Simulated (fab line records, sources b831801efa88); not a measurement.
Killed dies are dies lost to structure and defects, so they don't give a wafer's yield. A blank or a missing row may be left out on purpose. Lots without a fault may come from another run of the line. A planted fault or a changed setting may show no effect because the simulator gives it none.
Which tool did it? | flow gf180mcu | 13 lots, 39 wafers sampled, at 3 steps of a route of 602

WHAT THE GAUGES READ, wafer by wafer
GF_M2_THK_MEAS_06: measures by xrf.
lot  | measured     | on            | M2_ALCU_THK (nm)
L641 | day 18 11:58 | film_metro-03 | 434 432 436
L642 | day 18 23:32 | film_metro-02 | 434 432 436
L643 | day 19 15:14 | film_metro-03 | 427 428 429
L644 | day 19 21:22 | film_metro-02 | 436 436 436
L645 | day 19 23:32 | film_metro-04 | 442 442 442
L648 | day 21 05:21 | film_metro-03 | 441 444 445
L649 | day 21 13:05 | film_metro-03 | 435 438 435
L650 | day 21 22:03 | film_metro-02 | 434 432 433
L655 | day 23 17:50 | film_metro-02 | 439 444 442
L656 | day 24 03:47 | film_metro-02 | 431 433 434
L661 | day 25 15:46 | film_metro-04 | 435 435 434
L662 | day 25 23:05 | film_metro-04 | 440 447 444
L663 | day 26 04:42 | film_metro-03 | 440 444 438

GF_V3_CD_MEAS_14: target cd 260 nm.
lot  | measured     | on        | cd_nm (nm)
L641 | day 22 14:51 | cd_sem-01 | 261.9 263.0 262.2
L642 | day 23 02:34 | cd_sem-02 | 262.5 263.2 262.5
L643 | day 23 17:41 | cd_sem-02 | 261.5 262.2 262.1
L644 | day 23 23:59 | cd_sem-01 | 260.8 259.9 259.6
L645 | day 24 02:38 | cd_sem-02 | 259.3 258.9 258.4
L648 | day 25 04:55 | cd_sem-01 | 258.8 259.2 259.4
L649 | day 25 10:47 | cd_sem-02 | 259.2 260.0 260.0
L650 | day 25 19:54 | cd_sem-02 | 261.0 261.3 261.1
L655 | day 27 10:20 | cd_sem-01 | 259.6 260.1 260.4
L656 | day 27 19:05 | cd_sem-01 | 261.5 261.1 262.6
L661 | day 29 02:37 | cd_sem-02 | 260.0 260.9 260.5
L662 | day 29 08:29 | cd_sem-02 | 259.9 260.4 260.4
L663 | day 29 19:17 | cd_sem-01 | 261.0 261.1 261.8

WHICH TOOL RAN EACH LOT (tool, then ch and the chambers of the sampled wafers, then the start)
lot  | GF_M3_SPUTTER_01
L641 | pvd_sputter-02, day 20 14:36
L642 | pvd_sputter-02, day 21 02:52
L643 | pvd_sputter-03, day 21 18:40
L644 | pvd_sputter-02, day 22 00:44
L645 | pvd_sputter-01, day 22 02:40
L648 | pvd_sputter-01, day 23 06:29
L649 | pvd_sputter-02, day 23 14:50
L650 | pvd_sputter-03, day 23 23:13
L655 | pvd_sputter-03, day 25 16:31
L656 | pvd_sputter-03, day 26 00:49
L661 | pvd_sputter-03, day 27 12:18
L662 | pvd_sputter-03, day 27 18:22
L663 | pvd_sputter-03, day 28 00:03
- GF_M3_SPUTTER_01: material TiN, target thk 30 nm, time 25 s.

WHAT THE TOOLS THEMSELVES READ (means of the sampled wafers that have a number; where no wafer has one, the mark that the record gives instead)
GF_M3_SPUTTER_01.
lot  | tool           | cathode_dc_power_W (W) | throttle_valve_pct (%)
L641 | pvd_sputter-02 | 6499.5                 | 30.1
L642 | pvd_sputter-02 | 6500.6                 | 30.2
L643 | pvd_sputter-03 | 6500.2                 | 31.1
L644 | pvd_sputter-02 | 6499.4                 | 30.0
L645 | pvd_sputter-01 | 6499.6                 | 30.1
L648 | pvd_sputter-01 | 6500.8                 | 30.4
L649 | pvd_sputter-02 | 6500.0                 | 29.8
L650 | pvd_sputter-03 | 6500.0                 | 31.5
L655 | pvd_sputter-03 | 6498.8                 | 30.8
L656 | pvd_sputter-03 | 6500.3                 | 31.2
L661 | pvd_sputter-03 | 6500.2                 | 30.9
L662 | pvd_sputter-03 | 6499.6                 | 31.0
L663 | pvd_sputter-03 | 6499.5                 | 31.3

THE ANSWER, worked out from the rows above alone
Rule: what is usual is taken from the lots themselves. Put in order of their means at a reading, lots are off if they are a third of the lots or fewer, leave a main group of 4 or more, and stand apart from it by a gap of 3 or more times the standard deviation of the main group's means; of several such gaps the widest counts. A main group whose means are all the same, to the digits that the tables above print for the reading, isn't used. A lot without any number at a reading at which 4 lots or more have one is off too. The other lots that the step has rows for count as sound. The gauges are gone through in route order, then the tools' own readings, and for those a lot's mean is taken as printed above. The first step at which some lot is off is used, and at that step the reading that is off furthest; a lot without a number counts as furthest.
No lot is off at any reading shown: from this, nothing can be told.

WHAT THE SIMULATOR HAD PUT IN
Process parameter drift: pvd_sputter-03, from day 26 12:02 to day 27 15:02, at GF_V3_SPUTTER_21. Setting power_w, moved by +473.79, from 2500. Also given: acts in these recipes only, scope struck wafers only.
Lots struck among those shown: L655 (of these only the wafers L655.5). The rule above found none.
